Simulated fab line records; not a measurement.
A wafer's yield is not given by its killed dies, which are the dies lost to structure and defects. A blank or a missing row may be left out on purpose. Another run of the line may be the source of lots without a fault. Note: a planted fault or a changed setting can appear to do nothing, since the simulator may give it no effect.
One fault through the eyes of 2 desks / flow gf180mcu / each desk holds nothing but its own numbers, with what lay behind them at the end

== METROLOGY DESK ==
What the gauges read, lot by lot, whatever tool the lot ran on: means of the sampled wafers that have a number. Marked OUT: a lot whose mean sits more than 4 standard deviations from the usual mean, which makes it out of limits; the brackets give that distance. 7 of its 12 readings are shown, namely those furthest out on some lot.
Columns: A = cd-nm at GF_HV_LDD_CD_MEAS_46, usual 400.6 nm; B = HV_LDD_RS at GF_HV_LDD_RS_MEAS_53, usual 418.4 ohm/sq; C = HV_LDD_CVD_56_THK at GF_HV_LDD_THK_MEAS_57, usual 89.5 nm; D = cd-nm at GF_NSD_CD_MEAS_07, usual 400.1 nm; E = cd-nm at GF_PSD_CD_MEAS_07, usual 400.4 nm; F = PSD_OVL at GF_PSD_OVL_MEAS_08, usual -0.3 nm; G = PSD_TW at GF_PSD_TW_MEAS_11, usual 3210
lot=L501; first seen here=day 13 17:20; A=398.4; B=417.4; C=89.6; D=394.7; E=397.4; F=-2.0; G=3238
lot=L506; first seen here=day 15 02:50; A=399.3; B=417.4; C=88.8; D=404.0; E=402.2; F=1.6; G=3217
lot=L509; first seen here=day 16 07:16; A=402.6; B=418.5; C=89.8; D=402.5; E=401.3; F=-1.4; G=3176
lot=L510; first seen here=day 16 13:08; A=398.1; B=420.3; C=88.5; D=403.9; E=398.5; F=-0.7; G=3165
lot=L520; first seen here=day 19 22:38; A=402.8; B=417.7; C=90.6; D=398.4; E=400.4; F=0.8; G=3208
lot=L521; first seen here=day 20 04:31; A=401.5; B=419.8; C=89.6; D=402.0; E=401.1; F=0.6; G=3196
Result from this desk: across the 6 lots, nothing is out of limits.

== AT THE TOOL OWNER'S DESK: rie-diel-04 ==
The tool's own readings at GF_HV_LDD_ETCHBACK_58 (etches Si3N4 in CH3F/O2, stops on SiO2, time 100 s, target depth 90 nm): means of the sampled wafers that have a number, for each lot that ran on this tool. Marked OUT: a lot whose mean sits more than 4 standard deviations from the usual mean, which makes it out of limits; the brackets give that distance.
Columns: A = drypump-motor-current-A at GF_HV_LDD_ETCHBACK_58, usual 5.7 A; B = oes-product-au at GF_HV_LDD_ETCHBACK_58, usual 0.840 a.u.; C = run-length-s at GF_HV_LDD_ETCHBACK_58, usual 128.2 s; D = throttle-valve-pct at GF_HV_LDD_ETCHBACK_58, usual 10.561 %
lot=L506; first seen here=day 15 06:07; A=6.1; B=0.840; C=128.5; D=10.563
lot=L509; first seen here=day 16 11:11; A=6.1; B=0.904 (+9.9) OUT; C=122.4 (-10) OUT; D=10.556
lot=L510; first seen here=day 16 16:25; A=5.9; B=0.870 (+4.6) OUT; C=124.1 (-7.3) OUT; D=10.567
This desk's finding: out of limits on L509, L510; first on L509, day 16 11:11 (oes-product-au at GF_HV_LDD_ETCHBACK_58). L506: within limits.

== PUT TOGETHER ==
An alarm could have come from the tool owner's desk at day 16 11:11, on L509, L510.
The metrology desk saw nothing out of limits.
The metrology desk has L509, L510 on record, within its limits.
GF_HV_LDD_ETCHBACK_58 was run on rie-diel-04 by each of the lots named.

== WHAT WAS PUT IN BY THE SIMULATOR ==
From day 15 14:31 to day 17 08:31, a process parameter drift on rie-diel-04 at GF_HV_LDD_ETCHBACK_58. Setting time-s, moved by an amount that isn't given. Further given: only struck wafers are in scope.
Lots struck among those shown: L509, L510.
Hours from the fault's start to each desk's first reading out of limits: the tool owner's desk, 21.
